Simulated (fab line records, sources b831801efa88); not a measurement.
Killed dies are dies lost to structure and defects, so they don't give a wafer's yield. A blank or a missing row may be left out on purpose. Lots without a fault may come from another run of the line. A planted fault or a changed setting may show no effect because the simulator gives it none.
fab line records | flow sky130
record lots=6 wafers=18 last_day=50
route steps=708 shown VIA3@575 PAD_OPEN@708
lots that met no fault: from a run of the same line without faults
start_h: hours from the record's first day to the start of the lot's first wafer shown | wait_h: hours since the lot's step before | " the same as in the row above | L1.1+2: a row that stands for several wafers | - no value, or no start given | * or withheld: withheld | < > ~ a bound
route shown NAME@n: a module of which the file shows steps, and the number in the route of the first | usual: mean/standard deviation of fault-free wafers | same: alike in all rows | chamber/n: place in a boat | sites: the reading at each site | _std_site: their standard deviation | _edge_site: outer sites' mean less inner sites' | radius_mm: how far each site lies from the wafer's centre | mask NAME#n: copy n | behind: the tool/chamber that last shaped the wafer | hold: why the lot was held/for how many hours/how that ended | device: the transistor (n, p or np) that didn't switch | end of line: the same wafers' tests at the end of the route | a step without rows: its recipe alone | killed: dies lost to structure and defects at the first sort, not the wafer's yield | map: a wafer's dies, x killed, . not, _ none there
set.NAME: the setting as run; set.NAME@STEP: as run at that earlier step | model.NAME: the simulator's own value behind a step, which no gauge read
lots at some steps of the route; a table a step, a row a wafer
services: from which hour (start_h, from the record's first day; less than 0 if before it) a tool's chamber was out of use, for how many hours, and why
## steps
# step SKY_VIA3_CMP_02
# recipe material=SiO2 down_force_psi=4 platen_rpm=60 pad_velocity_m_s=0.94248
# usual head_pressure_psi=3.999/0.0086 motor_current_A=11.6/0.83
# columns lot.wafer tool chamber start_h wait_h head_pressure_psi motor_current_A
L224.3 cmp-01 1 959.72 0.0 3.981 13.1
L224.1 " 0 " " 4.002 11.0
L224.6 " 2 " " 4.007 11.0
L225.3 cmp-02 2 964.27 0.1 3.988 11.7
L225.4 " 3 " " 4.007 12.6
L225.5 " 0 " " 3.995 11.1
L229.4 cmp-02 1 990.58 0.1 4.009 11.9
L229.3 " 2 " " 4.007 11.5
L229.6 " 0 " " 4.004 10.9
L232.1 cmp-02 2 1025.12 0.2 3.990 11.6
L232.6 " 3 " " 3.985 12.5
L232.5 " 0 " " 4.013 11.7
L233.4 cmp-02 3 1038.09 0.0 4.002 11.9
L233.1 " 0 " " 4.004 10.7
L233.2 " 2 " " 4.007 11.6
L239.1 cmp-02 2 1059.81 0.1 3.986 11.6
L239.3 " 3 " " 3.982 12.4
L239.5 " 2 " " 3.994 11.3
# step SKY_VIA3_BOW_MEAS_03
# recipe mode=bow
# usual VIA3_BOW=79/8
# columns lot.wafer tool chamber start_h wait_h VIA3_BOW[um]
L224.1 film_metro-02 - 960.02 0.1 78
L224.3 " - " " 73
L224.6 " - " " 76
L225.3 film_metro-03 - 964.51 0.2 78
L225.4 " - " " 85
L225.5 " - " " 77
L229.3 film_metro-03 - 990.89 0.2 74
L229.4 " - " " 86
L229.6 " - " " 77
L232.1 film_metro-04 - 1025.27 0.1 71
L232.5 " - " " 67
L232.6 " - " " 67
L233.1 film_metro-03 - 1038.39 0.2 88
L233.2 " - " " 87
L233.4 " - " " 81
L239.1 film_metro-02 - 1060.11 0.2 73
L239.3 " - " " 63
L239.5 " - " " 71
# step SKY_VIA3_DEHYDRATE_04
# recipe temp_c=200 time_s=60
# step SKY_VIA3_HMDS_05
# recipe prime_time_s=60 prime_temp_c=120
# step SKY_VIA3_COAT_06
# recipe resist=BARC temp_c=withheld time_s=withheld spin_rpm=3000 resist_thk_nm=60
# step SKY_VIA3_COAT_07
# recipe resist=KrF-thick spin_rpm=3000 resist_thk_nm=450
# step SKY_VIA3_SOFTBAKE_08
# recipe temp_c=100 time_s=90 resist=KrF-thick
# step SKY_VIA3_EXPOSE_09
# recipe mask_id=VIM3 na=0.8 source_shape=annular sigma_inner=0.55 sigma_outer=0.85 target_cd_nm=200 dose_mj=38
# step SKY_VIA3_PEB_10
# recipe peb_temp_c=withheld peb_time_s=withheld resist=KrF-thick
# step SKY_VIA3_DEVELOP_11
# recipe develop_time_s=60 resist=KrF-thick dev_temp_c=21
# step SKY_VIA3_CD_MEAS_12
# recipe target_cd_nm=200
# usual cd_nm=200.1/1.5
# columns lot.wafer tool chamber start_h wait_h cd_nm
L224.1 cd_sem-02 - 982.75 - 197.5
L224.3 " - " " 198.6
L224.6 " - " " 197.9
L225.3 cd_sem-01 - 989.06 - 196.8
L225.4 " - " " 196.2
L225.5 " - " " 197.7
L229.3 cd_sem-01 - 1013.87 - 200.1
L229.4 " - " " 200.1
L229.6 " - " " 200.5
L232.1 cd_sem-02 - 1047.15 - 202.7
L232.5 " - " " 201.6
L232.6 " - " " 202.1
L233.1 cd_sem-02 - 1059.48 - 198.3
L233.2 " - " " 198.2
L233.4 " - " " 199.1
L239.1 cd_sem-01 - 1080.97 - 201.7
L239.3 " - " " 199.1
L239.5 " - " " 200.5
# step SKY_VIA3_OVL_MEAS_13
# usual VIA3_OVL=-2/5.3
# columns lot.wafer tool chamber start_h wait_h VIA3_OVL[nm]
L224.1 overlay-01 - 982.87 0.1 -1
L224.3 " - " " 1
L224.6 " - " " -7
L225.3 overlay-01 - 989.15 0.1 0
L225.4 " - " " -1
L225.5 " - " " -3
L229.3 overlay-02 - 1013.96 0.1 2
L229.4 " - " " 1
L229.6 " - " " 1
L232.1 overlay-02 - 1047.27 0.1 -9
L232.5 " - " " -12
L232.6 " - " " -13
L233.1 overlay-02 - 1059.60 0.1 -7
L233.2 " - " " -7
L233.4 " - " " -14
L239.1 overlay-01 - 1081.09 0.1 6
L239.3 " - " " 7
L239.5 " - " " 7
# step SKY_VIA3_ETCH_14
# recipe chemistry=N2/H2 target=BARC ion_energy_ev=200 source_w=500 bias_w=100 pressure_mtorr=30 n2_flow_sccm=100 h2_flow_sccm=200 stop_on=SiO2 time_s=45.9 target_depth_a=600
# usual drypump_motor_current_A=5.8/0.5 oes_product_au=0.854/0.0042 run_length_s=74.2/0.5 throttle_valve_pct=13.224/0.0099
# columns lot.wafer tool chamber start_h wait_h drypump_motor_current_A oes_product_au rf_hours_counter_h run_length_s throttle_valve_pct model.KrF-thick_of_VIA3_COAT_07.thk_nm
L224.1 rie_diel-03 3 982.91 0.0 6.6 0.848 23 73.3 13.216 392.8
L224.3 " 1 " " 4.9 0.853 11 74.5 13.231 390.5
L224.6 " 2 " " 5.8 0.850 - 73.5 13.239 392.9
L225.3 rie_diel-03 3 989.17 0.0 6.6 0.851 23 73.5 13.200 389.8
L225.4 " 0 " " 6.3 0.856 9 75.3 13.239 390.6
L225.5 " 2 " " 5.8 0.842 - 73.5 13.224 390.2
L229.3 rie_diel-01 2 1013.99 0.0 5.4 0.854 22 74.2 13.235 394.8
L229.4 " 1 " " 5.3 0.853 - 73.6 13.222 397
L229.6 " 2 " " 5.4 0.859 - 73.9 13.210 394.7
L232.1 rie_diel-01 2 1047.30 0.0 5.4 1.001 24 66.1 13.232 401.6
L232.5 " 1 " " 5.3 0.855 - 73.4 13.224 395.5
L232.6 " 2 " " 5.4 0.855 - 74.2 13.231 392.8
L233.1 rie_diel-01 1 1059.64 0.0 5.3 0.987 12 65.9 13.244 400.7
L233.2 " 0 " " 5.9 0.850 1 74.0 13.230 392.4
L233.4 " 2 " " 5.4 1.005 24 65.9 13.237 400.2
L239.1 rie_diel-03 2 1081.12 0.0 5.8 0.854 27 73.6 13.217 391.8
L239.3 " 3 " " 6.6 0.857 27 73.3 13.220 391.3
L239.5 " 2 " " 5.7 0.853 - 73.3 13.211 392.5
# step SKY_VIA3_ETCH_15
# recipe target=SiO2 chemistry=C4F8/O2/Ar target_depth_nm=507 stop_on=TiN mask_material=KrF-thick source_w=1500 bias_w=1200 pressure_mtorr=40 c4f8_flow_sccm=withheld O2_flow_sccm=6 Ar_flow_sccm=300 time_s=78
# usual oes_product_au=0.946/0.0049 run_length_s=106.3/0.47
# columns lot.wafer tool chamber start_h wait_h oes_product_au rf_hours_counter_h run_length_s model.KrF-thick_of_VIA3_COAT_07.thk_nm
L224.1 rie_diel-03 3 982.95 0.0 0.950 23 105.6 292
L224.3 " 1 " " 0.949 11 106.4 286.9
L224.6 " 2 " " 0.942 - 105.8 294.4
L225.3 rie_diel-03 3 989.21 0.0 0.954 23 105.7 289.4
L225.4 " 0 " " 0.946 9 107.4 292.5
L225.5 " 2 " " 0.952 - 105.9 291.9
L229.3 rie_diel-01 2 1014.03 0.0 0.948 22 105.9 290.4
L229.4 " 1 " " 0.949 - 105.8 294.9
L229.6 " 2 " " 0.949 - 106.4 290.7
L232.1 rie_diel-01 2 1047.35 0.0 0.959 24 106.4 297.6
L232.5 " 1 " " 0.948 - 105.8 293.5
L232.6 " 2 " " 0.936 - 106.2 288.8
L233.1 rie_diel-01 1 1059.68 0.0 0.945 12 105.9 301.1
L233.2 " 0 " " 0.943 2 106.2 288.5
L233.4 " 2 " " 0.942 24 106.2 297.6
L239.1 rie_diel-03 2 1081.16 0.0 0.934 27 105.7 293.3
L239.3 " 3 " " 0.948 27 105.5 291.8
L239.5 " 2 " " 0.947 - 106.0 294.1
# step SKY_VIA3_STRIP_16
# recipe chemistry=O2/N2 power_w=1400 pressure_mtorr=1500 platen_temp_c=withheld o2_flow_sccm=3000 n2_flow_sccm=300 overash_fraction=0.5
# usual drypump_motor_current_A=5.52/0.24 oes_product_au=0.402/0.0047 strip_time_to_endpoint_s=4.133/0.028
# same overash_fraction=0.5
# columns lot.wafer tool chamber start_h wait_h drypump_motor_current_A oes_product_au rf_hours_counter_h strip_time_to_endpoint_s
L224.1 plasma_asher-01 0 983.01 0.0 5.57 0.405 24 4.135
L224.3 " 0 " " 5.55 0.405 - 4.067
L224.6 " 0 " " 5.57 0.402 - 4.166
L225.3 plasma_asher-02 1 989.31 0.1 5.73 0.399 - 4.105
L225.4 " 0 " " 5.34 0.402 - 4.164
L225.5 " 0 " " 5.33 0.412 - 4.133
L229.3 plasma_asher-03 0 1014.12 0.1 5.21 0.405 - 4.134
L229.4 " 1 " " 5.91 0.415 - 4.170
L229.6 " 0 " " 5.23 0.401 - 4.117
L232.1 plasma_asher-01 0 1047.41 0.0 5.53 0.406 30 4.192
L232.5 " 1 " " 5.42 0.404 - 4.167
L232.6 " 0 " " 5.54 0.397 - 4.113
L233.1 plasma_asher-03 0 1059.74 0.0 5.21 0.402 60 4.216
L233.2 " 1 " " 5.92 0.405 60 4.086
L233.4 " 1 " " 5.93 0.400 - 4.199
L239.1 plasma_asher-01 1 1081.22 0.0 5.44 0.403 34 4.171
L239.3 " 0 " " 5.55 0.392 - 4.130
L239.5 " 0 " " 5.52 0.399 - 4.154
# step SKY_PAD_OPEN_PROBE_99
# usual defect_limited_yield=82.3/1.9 killed_at_M0_to_M3=45/6.6 killed_at_M4_up=3.1/1.6 killed_at_contacts=24/5 killed_at_front_end=14/4.4 killed_at_other=0.3/0.58 killed_dies=87/9.2 killed_open=47/6.7 killed_short=40/6.4 sort_bin_3_pad_short=0.9/0.5 sort_bin_5_function=10.4/1.6 sort_bin_6_memory=6.4/1.1 sort_n_pass=405/9.1 sort_yield_pct=82.3/1.9
# same gross_dies=492 killed_at_back_side=0 sort_bin_4_leakage[%]=0 sort_bin_8_speed[%]=0
# columns lot.wafer tool chamber start_h wait_h defect_limited_yield[%] killed_at_M0_to_M3 killed_at_M4_up killed_at_contacts killed_at_front_end killed_at_other killed_dies killed_open killed_short sort_bin_3_pad_short[%] sort_bin_5_function[%] sort_bin_6_memory[%] sort_n_pass sort_yield_pct[%]
L224.1 prober-01 - 1121.63 0.1 84.6 30 3 28 15 0 76 46 30 0.2 9.8 5.5 416 84.6
L224.3 prober-01 - 1121.73 0.2 81.1 53 6 19 14 1 93 48 45 1.0 11.2 6.7 399 81.1
L224.6 prober-01 - 1121.88 0.2 82.9 39 1 24 20 0 84 52 32 0.4 11.2 5.5 408 82.9
L225.3 prober-02 - 1126.25 0.2 83.5 43 3 16 19 0 81 46 35 1.2 9.6 5.7 411 83.5
L225.4 prober-02 - 1126.30 0.2 83.7 51 3 15 11 0 80 42 38 1.2 8.1 6.9 412 83.7
L225.5 prober-02 - 1126.35 0.2 80.9 43 3 23 25 0 94 50 44 0.8 12.4 5.9 398 80.9
L229.3 prober-02 - 1146.23 0.2 83.1 46 4 25 8 0 83 40 43 1.0 9.6 6.3 409 83.1
L229.4 prober-02 - 1146.28 0.2 81.7 55 2 20 13 0 90 49 41 0.8 11.4 6.1 402 81.7
L229.6 prober-02 - 1146.38 0.2 83.3 44 3 19 16 0 82 40 42 0.6 9.8 6.3 410 83.3
L232.1 prober-01 - 1171.35 0.1 82.5 44 3 17 22 0 86 45 40 0.8 12.2 4.5 406 82.5
L233.1 prober-01 - 1183.81 0.1 82.3 41 2 28 16 0 87 44 42 0.2 9.3 8.1 405 82.3
L233.2 prober-01 - 1183.86 0.1 79.9 40 3 39 16 1 99 53 46 0.4 12.6 7.1 393 79.9
L233.4 prober-01 - 1183.96 0.2 81.9 51 1 26 11 0 89 53 36 0.2 11.0 6.9 403 81.9
L239.1 prober-02 - 1200.70 0.1 84.6 39 2 25 7 3 76 37 39 1.4 9.6 4.5 416 84.6
L239.3 prober-02 - 1200.80 0.2 79.9 55 3 27 14 0 99 55 44 1.0 12.6 6.5 393 79.9
L239.5 prober-02 - 1200.90 0.2 82.7 48 2 21 14 0 85 44 41 0.8 10.4 6.1 407 82.7
# killed by level:class
L224.1 VIA1:geometric_particle:open=10 LI_CONTACT:geometric_particle:open=9 CONTACT:geometric_particle:open=9 FIELD_ISO:geometric_particle:open=8 METAL2:geometric_particle:short=6 METAL1:geometric_particle:short=5 CONTACT:geometric_particle:short=5 POLY_GATE:geometric_particle:short=4
L224.3 VIA3:geometric_particle:open=12 CONTACT:geometric_particle:open=8 VIA2:geometric_particle:open=7 VIA1:geometric_particle:open=7 CONTACT:geometric_particle:short=6 METAL1:geometric_particle:open=6 FIELD_ISO:geometric_particle:short=5 VIA2:geometric_particle:short=5
L224.6 CONTACT:geometric_particle:open=11 VIA1:geometric_particle:open=10 POLY_GATE:geometric_particle:open=7 POLY_GATE:geometric_particle:short=5 LI_CONTACT:geometric_particle:open=5 FIELD_ISO:geometric_particle:short=4 METAL1:geometric_particle:open=4 LI_CONTACT:geometric_particle:short=4
L225.3 METAL2:geometric_particle:short=10 METAL1:geometric_particle:short=9 VIA1:geometric_particle:open=9 CONTACT:geometric_particle:open=7 VIA2:geometric_particle:open=7 POLY_GATE:geometric_particle:short=5 LI_CONTACT:geometric_particle:open=5 VIA3:geometric_particle:open=5
L225.4 VIA1:geometric_particle:open=16 METAL1:geometric_particle:short=9 CONTACT:geometric_particle:open=7 VIA2:geometric_particle:open=6 FIELD_ISO:geometric_particle:short=5 VIA1:geometric_particle:short=5 METAL2:geometric_particle:short=5 VIA2:geometric_particle:short=3
L225.5 CONTACT:geometric_particle:open=13 POLY_GATE:geometric_particle:short=9 VIA2:geometric_particle:open=9 VIA1:geometric_particle:open=7 METAL2:geometric_particle:short=7 POLY_GATE:geometric_particle:open=6 METAL1:geometric_particle:short=6 VIA3:geometric_particle:open=6
L229.3 VIA1:geometric_particle:open=13 CONTACT:geometric_particle:open=7 LI_CONTACT:geometric_particle:open=6 LOCAL_INTERCONNECT:geometric_particle:short=6 METAL1:geometric_particle:short=6 VIA3:geometric_particle:open=5 VIA1:geometric_particle:short=5 VIA2:geometric_particle:open=5
L229.4 CONTACT:geometric_particle:open=11 VIA2:geometric_particle:open=10 VIA3:geometric_particle:open=9 VIA1:geometric_particle:open=7 METAL3:geometric_particle:short=6 VIA1:geometric_particle:short=5 METAL2:geometric_particle:short=5 FIELD_ISO:geometric_particle:open=4
L229.6 CONTACT:geometric_particle:open=9 METAL2:geometric_particle:short=8 VIA3:geometric_particle:open=7 FIELD_ISO:geometric_particle:open=6 METAL1:geometric_particle:short=6 VIA2:geometric_particle:open=5 VIA1:geometric_particle:short=4 POLY_GATE:geometric_particle:short=4
L232.1 VIA3:geometric_particle:short=8 CONTACT:geometric_particle:open=8 VIA1:geometric_particle:short=8 POLY_GATE:geometric_particle:open=7 VIA2:geometric_particle:open=6 VIA1:geometric_particle:open=6 LI_CONTACT:geometric_particle:open=5 POLY_GATE:geometric_particle:short=4
L233.1 CONTACT:geometric_particle:open=11 CONTACT:geometric_particle:short=10 VIA3:geometric_particle:open=10 VIA1:geometric_particle:open=9 FIELD_ISO:geometric_particle:short=5 POLY_GATE:geometric_particle:short=5 LOCAL_INTERCONNECT:geometric_particle:short=5 METAL2:geometric_particle:short=3
L233.2 LI_CONTACT:geometric_particle:open=16 LOCAL_INTERCONNECT:geometric_particle:short=8 CONTACT:geometric_particle:open=7 VIA1:geometric_particle:open=7 VIA1:geometric_particle:short=6 POLY_GATE:geometric_particle:short=5 VIA2:geometric_particle:short=5 FIELD_ISO:geometric_particle:short=4
L233.4 VIA1:geometric_particle:open=13 VIA3:geometric_particle:open=9 LI_CONTACT:geometric_particle:open=8 CONTACT:geometric_particle:short=8 CONTACT:geometric_particle:open=7 METAL2:geometric_particle:short=5 VIA2:geometric_particle:open=5 VIA3:geometric_particle:short=5
L239.1 LI_CONTACT:geometric_particle:open=10 VIA2:geometric_particle:open=9 METAL2:geometric_particle:short=8 VIA1:geometric_particle:open=8 METAL1:geometric_particle:short=7 CONTACT:geometric_particle:open=5 CONTACT:geometric_particle:short=4 LI_CONTACT:geometric_particle:short=3
L239.3 VIA2:geometric_particle:open=12 VIA1:geometric_particle:open=11 CONTACT:geometric_particle:open=10 CONTACT:geometric_particle:short=7 METAL1:geometric_particle:short=7 LI_CONTACT:geometric_particle:open=6 VIA1:geometric_particle:short=6 VIA3:geometric_particle:open=5
L239.5 VIA1:geometric_particle:open=12 VIA1:geometric_particle:short=8 CONTACT:geometric_particle:open=7 LI_CONTACT:geometric_particle:open=6 VIA2:geometric_particle:open=5 VIA2:geometric_particle:short=5 VIA3:geometric_particle:open=5 FIELD_ISO:geometric_particle:short=4
## services
# columns tool chamber start_h hours kind
rie_diel-01 1 946.12 9.6 repair
rie_diel-01 3 968.76 23.0 repair
cmp-02 - 968.88 4.3 repair
plasma_asher-02 - 994.87 15.6 pm
rie_diel-01 0 996.04 - clean
rie_diel-01 0 996.04 27.4 scheduled_down
rie_diel-01 0 996.04 27.4 vent_cycle
rie_diel-01 1 998.93 12.6 repair
rie_diel-03 1 1023.22 2.4 repair
cmp-01 - 1037.53 0.9 repair
plasma_asher-03 - 1041.45 12.4 repair
plasma_asher-02 - 1055.25 9.0 pm
plasma_asher-02 0 1055.25 9.0 vent_cycle
plasma_asher-02 1 1055.25 9.0 vent_cycle
plasma_asher-02 0 1064.25 - clean
plasma_asher-02 1 1064.25 - clean
cmp-01 - 1078.88 7.0 repair
## key
first_sign step=SKY_VIA3_ETCH_14 reading=oes_product_au direction=up sigmas=34 usual=0.854 struck=0.998
effect step=SKY_VIA3_ETCH_14 reading=run_length_s direction=down sigmas=16 usual=* struck=*
model_effect step=SKY_VIA3_ETCH_14 value=KrF-thick_of_VIA3_COAT_07.thk_nm without=393.3 struck=400.8
model_effect step=SKY_VIA3_ETCH_15 value=KrF-thick_of_VIA3_COAT_07.thk_nm without=291.3 struck=298.8
met_at SKY_VIA3_ETCH_14
struck_wafers L232.1,L233.1,L233.4
onset_between 1013.99 1047.30
fault kind=process_parameter_drift tool=rie_diel-01 chamber=- onset_h=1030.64 steps=SKY_VIA3_ETCH_14 channel=time_s offset=* shape=step end_h=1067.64 scope=struck_wafers_only acts_in=* stated=*
